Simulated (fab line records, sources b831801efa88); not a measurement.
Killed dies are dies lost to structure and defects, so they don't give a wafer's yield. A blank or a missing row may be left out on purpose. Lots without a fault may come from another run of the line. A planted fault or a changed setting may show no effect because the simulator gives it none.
fab line records | flow gf180mcu
record lots=13 wafers=39 last_day=35
route steps=602 shown HV_LDD@228 NSD@246 PSD@258 SAB@265
lots that met no fault: from a run of the same line without faults
start_h: hours from the record's first day to the start of the lot's first wafer shown | wait_h: hours since the lot's step before | " the same as in the row above | L1.1+2: a row that stands for several wafers | - no value, or no start given | * or withheld: withheld | < > ~ a bound
route shown NAME@n: a module of which the file shows steps, and the number in the route of the first | usual: mean/standard deviation of fault-free wafers | same: alike in all rows | chamber/n: place in a boat | sites: the reading at each site | _std_site: their standard deviation | _edge_site: outer sites' mean less inner sites' | radius_mm: how far each site lies from the wafer's centre | mask NAME#n: copy n | behind: the tool/chamber that last shaped the wafer | hold: why the lot was held/for how many hours/how that ended | device: the transistor (n, p or np) that didn't switch | end of line: the same wafers' tests at the end of the route | a step without rows: its recipe alone | killed: dies lost to structure and defects at the first sort, not the wafer's yield | map: a wafer's dies, x killed, . not, _ none there
set.NAME: the setting as run; set.NAME@STEP: as run at that earlier step | model.NAME: the simulator's own value behind a step, which no gauge read
steps of the route over a sample of lots; a table a step, a row a wafer
services: from which hour (start_h, from the record's first day; less than 0 if before it) a tool's chamber was out of use, for how many hours, and why
## steps
# step GF_HV_LDD_RTA_52
# recipe temp_c=1000 time_s=10 ambient=N2
# usual anneal_temp_c_max=1003.6/0.78 lamp_power_pct=30.2/1.4 wafer_temp_C_max=1005.8/1.3
# columns lot.wafer tool chamber start_h wait_h anneal_temp_c_max lamp_power_pct wafer_temp_C_max
L916.2 rtp_anneal-01 0 284.79 0.0 1004.0 28.6 1005.7
L916.4 " 0 " " 1002.7 28.5 1005.4
L916.6 " 0 " " 1003.6 28.5 1007.1
L917.2 rtp_anneal-02 0 293.59 0.0 1003.8 31.3 1004.3
L917.5 " 0 " " 1004.0 31.4 1003.9
L917.6 " 0 " " 1003.2 31.3 1004.4
L918.3 rtp_anneal-02 0 303.40 0.0 1003.7 31.3 1004.8
L918.5 " 0 " " 1004.8 31.3 1006.5
L918.6 " 0 " " 1004.5 31.3 1005.4
L919.2 rtp_anneal-02 0 308.69 0.0 1004.3 31.3 1006.7
L919.3 " 0 " " 1003.0 31.3 1004.7
L919.4 " 0 " " 1002.8 31.3 1003.8
L920.1 rtp_anneal-02 0 319.93 0.0 1005.0 31.3 1004.2
L920.4 " 0 " " 1005.0 31.3 1005.5
L920.5 " 0 " " 1003.9 31.4 1004.2
L921.2 rtp_anneal-02 0 323.34 0.0 1003.1 31.3 1004.8
L921.4 " 0 " " 1003.3 31.3 1004.0
L921.5 " 0 " " 1002.6 31.3 1006.9
L922.1 rtp_anneal-02 0 332.13 0.0 1003.9 31.3 1004.6
L922.3 " 0 " " 1005.2 31.3 1005.9
L922.6 " 0 " " 1004.2 31.3 1005.2
L925.1 rtp_anneal-02 0 355.88 0.0 1004.6 31.3 1004.5
L925.5 " 0 " " 1004.0 31.3 1005.8
L925.6 " 0 " " 1004.8 31.3 1005.7
L927.1 rtp_anneal-02 0 373.90 0.0 1004.8 31.3 1004.3
L927.2 " 0 " " 1005.2 31.3 1005.3
L927.3 " 0 " " 1004.7 31.3 1005.0
L930.2 rtp_anneal-01 0 397.44 0.0 1003.3 28.6 1006.4
L930.3 " 0 " " 1002.7 28.6 1006.8
L930.5 " 0 " " 1002.6 28.6 1006.6
L931.4 rtp_anneal-02 0 403.49 0.0 1004.2 31.3 1005.0
L931.5 " 0 " " 1004.5 31.3 1004.8
L931.6 " 0 " " 1004.0 31.3 1004.0
L937.1 rtp_anneal-02 0 454.83 0.0 1004.2 31.3 1005.9
L937.3 " 0 " " 1003.5 31.4 1004.6
L937.4 " 0 " " 1004.2 31.3 1004.8
L938.3 rtp_anneal-01 0 461.95 0.0 1002.2 28.5 1008.2
L938.5 " 0 " " 1003.6 28.6 1006.0
L938.6 " 0 " " 1003.3 28.6 1006.4
# step GF_HV_LDD_THK_MEAS_55
# recipe reads=SiO2_of_HV_LDD_CVD_54
# usual HV_LDD_CVD_54_THK=9.99/0.19
# columns lot.wafer tool chamber start_h wait_h HV_LDD_CVD_54_THK[nm]
L916.2 film_metro-04 - 286.00 0.0 9.97
L916.4 " - " " 9.95
L916.6 " - " " 9.93
L917.2 film_metro-01 - 294.80 0.0 10.18
L917.5 " - " " 10.06
L917.6 " - " " 10.27
L918.3 film_metro-03 - 304.61 0.0 10.12
L918.5 " - " " 10.34
L918.6 " - " " 10.34
L919.2 film_metro-01 - 309.90 0.0 9.97
L919.3 " - " " 10.02
L919.4 " - " " 9.97
L920.1 film_metro-03 - 321.14 0.0 9.97
L920.4 " - " " 10.09
L920.5 " - " " 10.04
L921.2 film_metro-01 - 325.10 0.0 10.18
L921.4 " - " " 10.45
L921.5 " - " " 10.22
L922.1 film_metro-04 - 333.34 0.0 10.12
L922.3 " - " " 10.11
L922.6 " - " " 10.05
L925.1 film_metro-04 - 357.09 0.0 10.25
L925.5 " - " " 10.36
L925.6 " - " " 10.36
L927.1 film_metro-01 - 375.11 0.0 9.80
L927.2 " - " " 9.86
L927.3 " - " " 9.77
L930.2 film_metro-01 - 398.65 0.0 10.15
L930.3 " - " " 10.17
L930.5 " - " " 10.12
L931.4 film_metro-03 - 404.69 0.0 10.09
L931.5 " - " " 10.10
L931.6 " - " " 9.99
L937.1 film_metro-04 - 456.54 0.0 9.83
L937.3 " - " " 10.04
L937.4 " - " " 9.92
L938.3 film_metro-04 - 463.16 0.0 9.78
L938.5 " - " " 9.63
L938.6 " - " " 9.59
# step GF_NSD_STRIP_11
# recipe chemistry=O2/N2 power_w=1400 pressure_mtorr=1500 platen_temp_c=250 o2_flow_sccm=3000 n2_flow_sccm=300 overash_fraction=0.5
# usual drypump_motor_current_A=5.8/0.45 heater_power_w=337/29 oes_product_au=0.486/0.0048 strip_time_to_endpoint_s=23.13/0.041
# columns lot.wafer tool chamber start_h wait_h drypump_motor_current_A heater_power_w oes_product_au rf_hours_counter_h strip_time_to_endpoint_s
L916.2 plasma_asher-04 0 307.99 0.1 5.5 368 0.481 69 23.21
L916.4 " 1 " " 5.6 367 0.489 - 23.16
L916.6 " 1 " " 5.6 381 0.477 - 23.16
L917.2 plasma_asher-04 0 317.44 0.1 5.5 374 0.487 70 23.15
L917.5 " 0 " " 5.5 371 0.485 - 23.12
L917.6 " 1 " " 5.5 377 0.483 - 23.06
L918.3 plasma_asher-03 0 327.22 0.1 5.7 316 0.491 - 23.11
L918.5 " 0 " " 5.6 313 0.493 - 23.13
L918.6 " 1 " " 6.4 299 0.494 - 23.13
L919.2 plasma_asher-03 1 332.89 0.1 6.5 305 0.485 66 23.17
L919.3 " 1 " " 6.5 301 0.484 - 23.13
L919.4 " 0 " " 5.6 311 0.486 - 23.15
L920.1 plasma_asher-04 1 343.99 0.1 5.5 373 0.480 73 23.19
L920.4 " 1 " " 5.5 378 0.484 - 23.18
L920.5 " 1 " " 5.5 375 0.485 - 23.16
L921.2 plasma_asher-03 0 348.27 0.1 5.6 315 0.497 68 23.19
L921.4 " 1 " " 6.5 311 0.493 - 23.12
L921.5 " 1 " " 6.4 300 0.497 - 23.11
L922.1 plasma_asher-03 1 357.42 0.1 6.5 302 0.486 69 23.15
L922.3 " 1 " " 6.5 305 0.483 - 23.17
L922.6 " 1 " " 6.5 306 0.471 - 23.15
L925.1 plasma_asher-03 0 381.09 0.1 5.6 313 0.482 72 23.16
L925.5 " 1 " " 6.5 306 0.487 - 23.10
L925.6 " 0 " " 5.6 315 0.483 - 23.17
L927.1 plasma_asher-04 1 398.99 0.1 5.6 378 0.482 79 23.17
L927.2 " 0 " " 5.5 371 0.486 79 23.14
L927.3 " 1 " " 5.6 377 0.479 - 23.15
L930.2 plasma_asher-04 0 426.12 0.1 5.5 364 0.486 82 23.08
L930.3 " 0 " " 5.5 369 0.491 - 23.10
L930.5 " 1 " " 5.6 375 0.485 - 23.09
L931.4 plasma_asher-04 0 429.61 0.1 5.4 367 0.485 - -
L931.5 " 0 " " 5.5 370 0.480 - -
L931.6 " 1 " " 5.5 374 0.492 - -
L937.1 plasma_asher-03 1 482.97 0.1 6.5 328 0.485 5 23.13
L937.3 " 1 " " 6.5 327 0.491 - 23.12
L937.4 " 0 " " 5.6 319 0.485 - 23.11
L938.3 plasma_asher-01 1 489.30 0.1 6.3 321 0.478 - 23.12
L938.5 " 0 " " 5.2 335 0.488 - 23.14
L938.6 " 1 " " 6.3 317 0.495 - 23.11
# step GF_PSD_STRIP_10
# recipe chemistry=O2/N2 power_w=1400 pressure_mtorr=1500 platen_temp_c=250 o2_flow_sccm=3000 n2_flow_sccm=300 overash_fraction=0.5
# usual drypump_motor_current_A=5.8/0.35 heater_power_w=352/35 oes_product_au=0.592/0.0044 strip_time_to_endpoint_s=16.53/0.035
# columns lot.wafer tool chamber start_h wait_h drypump_motor_current_A heater_power_w oes_product_au rf_hours_counter_h strip_time_to_endpoint_s
L916.2 plasma_asher-02 0 329.02 0.1 5.8 393 0.596 20 16.57
L916.4 " 0 " " 5.8 399 0.596 - 16.57
L916.6 " 0 " " 5.8 391 0.587 - 16.57
L917.2 plasma_asher-03 1 338.97 0.1 6.5 309 0.591 67 16.59
L917.5 " 1 " " 6.5 296 0.586 - 16.55
L917.6 " 0 " " 5.7 315 0.595 - 16.56
L918.3 plasma_asher-03 0 349.10 0.1 5.6 317 0.593 - 16.45
L918.5 " 0 " " 5.6 310 0.589 - 16.52
L918.6 " 1 " " 6.5 300 0.592 - 16.51
L919.2 plasma_asher-04 1 354.97 0.1 5.5 373 0.596 74 16.48
L919.3 " 1 " " 5.5 372 0.590 - 16.48
L919.4 " 0 " " 5.4 380 0.592 - 16.49
L920.1 plasma_asher-03 1 366.42 0.1 6.5 301 0.594 70 16.50
L920.4 " 1 " " 6.4 305 0.586 - 16.51
L920.5 " 1 " " 6.5 304 0.586 - 16.53
L921.2 plasma_asher-03 1 370.37 0.1 6.4 304 0.587 70 16.51
L921.4 " 1 " " 6.5 302 0.588 - 16.47
L921.5 " 1 " " 6.4 301 0.594 - 16.43
L922.1 plasma_asher-03 1 379.22 0.1 6.4 305 0.594 71 16.45
L922.3 " 0 " " 5.7 317 0.594 - 16.47
L922.6 " 1 " " 6.4 308 0.584 - 16.47
L925.1 plasma_asher-04 0 403.62 0.1 5.5 370 0.589 80 16.55
L925.5 " 0 " " 5.5 371 0.596 - 16.59
L925.6 " 1 " " 5.5 378 0.580 - 16.50
L927.1 plasma_asher-04 1 422.47 0.1 5.5 367 0.593 82 16.50
L927.2 " 0 " " 5.5 374 0.586 82 16.55
L927.3 " 0 " " 5.5 364 0.585 - 16.51
L930.2 plasma_asher-04 1 450.52 0.1 5.5 373 0.590 84 16.54
L930.3 " 1 " " 5.5 371 0.587 - 16.45
L930.5 " 0 " " 5.4 367 0.590 - 16.49
L931.4 plasma_asher-03 1 453.91 0.1 6.5 321 0.626 - 22.49
L931.5 " 0 " " 5.6 318 0.627 - 22.51
L931.6 " 1 " " 6.4 321 0.626 - 22.49
L937.1 plasma_asher-02 1 506.47 0.1 6.0 380 0.595 34 16.56
L937.3 " 0 " " 5.8 392 0.593 - 16.50
L937.4 " 1 " " 6.0 386 0.591 - 16.50
L938.3 plasma_asher-02 0 512.95 0.1 5.8 404 0.594 - 16.54
L938.5 " 1 " " 5.9 388 0.591 - 16.51
L938.6 " 0 " " 5.8 395 0.592 - 16.55
# step GF_PSD_TW_MEAS_11
# usual PSD_TW=3186/23
# columns lot.wafer tool chamber start_h wait_h PSD_TW
L916.2 film_metro-02 - 329.13 0.1 3157
L916.4 " - " " 3157
L916.6 " - " " 3165
L917.2 film_metro-02 - 339.08 0.1 3164
L917.5 " - " " 3167
L917.6 " - " " 3171
L918.3 film_metro-02 - 349.19 0.1 3160
L918.5 " - " " 3171
L918.6 " - " " 3168
L919.2 film_metro-01 - 355.08 0.1 3216
L919.3 " - " " 3214
L919.4 " - " " 3237
L920.1 film_metro-04 - 366.52 0.1 3143
L920.4 " - " " 3144
L920.5 " - " " 3127
L921.2 film_metro-01 - 370.48 0.1 3189
L921.4 " - " " 3211
L921.5 " - " " 3201
L922.1 film_metro-01 - 379.32 0.1 3194
L922.3 " - " " 3198
L922.6 " - " " 3205
L925.1 film_metro-04 - 403.72 0.1 3168
L925.5 " - " " 3164
L925.6 " - " " 3162
L927.1 film_metro-02 - 422.57 0.1 3160
L927.2 " - " " 3172
L927.3 " - " " 3182
L930.2 film_metro-01 - 450.63 0.1 3222
L930.3 " - " " 3224
L930.5 " - " " 3185
L931.4 film_metro-01 - 454.00 0.1 30
L931.5 " - " " 30
L931.6 " - " " 30
L937.1 film_metro-01 - 506.57 0.1 3181
L937.3 " - " " 3190
L937.4 " - " " 3184
L938.3 film_metro-01 - 513.04 0.1 3201
L938.5 " - " " 3181
L938.6 " - " " 3217
# step GF_SAB_THK_MEAS_01
# recipe reads=SiO2_of_SAB_CVD_00
# usual SAB_CVD_00_THK=50.0/0.65
# columns lot.wafer tool chamber start_h wait_h SAB_CVD_00_THK[nm]
L916.2 film_metro-02 - 329.58 0.0 49.0
L916.4 " - " " 50.1
L916.6 " - " " 50.1
L917.2 film_metro-02 - 339.53 0.0 49.9
L917.5 " - " " 51.0
L917.6 " - " " 50.8
L918.3 film_metro-03 - 349.64 0.0 48.6
L918.5 " - " " 49.6
L918.6 " - " " 49.3
L919.2 film_metro-03 - 355.53 0.0 50.5
L919.3 " - " " 50.1
L919.4 " - " " 51.6
L920.1 film_metro-04 - 366.97 0.0 49.6
L920.4 " - " " 50.1
L920.5 " - " " 50.3
L921.2 film_metro-04 - 370.94 0.0 49.9
L921.4 " - " " 51.0
L921.5 " - " " 51.0
L922.1 film_metro-02 - 379.77 0.0 49.8
L922.3 " - " " 49.7
L922.6 " - " " 50.8
L925.1 film_metro-04 - 404.18 0.0 48.6
L925.5 " - " " 49.7
L925.6 " - " " 50.1
L927.1 film_metro-03 - 423.02 0.0 49.2
L927.2 " - " " 49.4
L927.3 " - " " 49.5
L930.2 film_metro-03 - 451.08 0.0 49.9
L930.3 " - " " 50.3
L930.5 " - " " 50.4
L931.4 film_metro-03 - 454.46 0.0 49.5
L931.5 " - " " 49.9
L931.6 " - " " 49.5
L937.1 film_metro-04 - 507.02 0.0 49.5
L937.3 " - " " 50.3
L937.4 " - " " 50.4
L938.3 film_metro-02 - 513.49 0.0 49.9
L938.5 " - " " 51.6
L938.6 " - " " 50.9
## services
# columns tool chamber start_h hours kind
plasma_asher-03 - 268.39 1.9 repair
plasma_asher-04 - 289.55 0.5 repair
plasma_asher-04 - 329.05 0.7 repair
plasma_asher-03 - 343.21 2.5 repair
plasma_asher-02 - 369.13 19.6 repair
plasma_asher-02 - 389.23 13.7 repair
plasma_asher-03 - 421.25 9.0 pm
plasma_asher-03 0 421.25 9.0 vent_cycle
plasma_asher-03 1 421.25 9.0 vent_cycle
plasma_asher-03 0 430.25 - clean
plasma_asher-03 1 430.25 - clean
plasma_asher-04 - 438.40 11.9 repair
plasma_asher-02 - 501.85 2.8 pm
## key
first_sign step=GF_PSD_STRIP_10 reading=strip_time_to_endpoint_s direction=up sigmas=99+ usual=* struck=*
effect step=GF_PSD_STRIP_10 reading=oes_product_au direction=up sigmas=8 usual=0.592 struck=0.626
effect step=GF_PSD_TW_MEAS_11 reading=PSD_TW direction=down sigmas=99+ usual=3186 struck=30
met_at GF_NSD_STRIP_11
struck_lots L931
sort_left_out L931.4,L931.5,L931.6
tester_left_out L931
not_acting_at GF_HV_LDD_RTA_52,GF_HV_LDD_THK_MEAS_55,GF_SAB_THK_MEAS_01
onset_between 426.12 429.61
also_fits GF_PSD_STRIP_10:plasma_asher-03
fault kind=strip_aborted tool=plasma_asher-04 chamber=- onset_h=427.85 steps=GF_NSD_STRIP_11 offset=0.50122 end_h=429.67
# tester_left_out: of these lots the tester's yield and bins aren't shown, on N5 and GAA mostly nor the transistor test; their killed dies are dies lost to structure and defects alone, not to doping, threshold or leakage, so they don't give the yield
# sort_left_out: the simulated sort isn't trusted on such a fault, so these wafers' sort isn't shown, and their yield isn't known
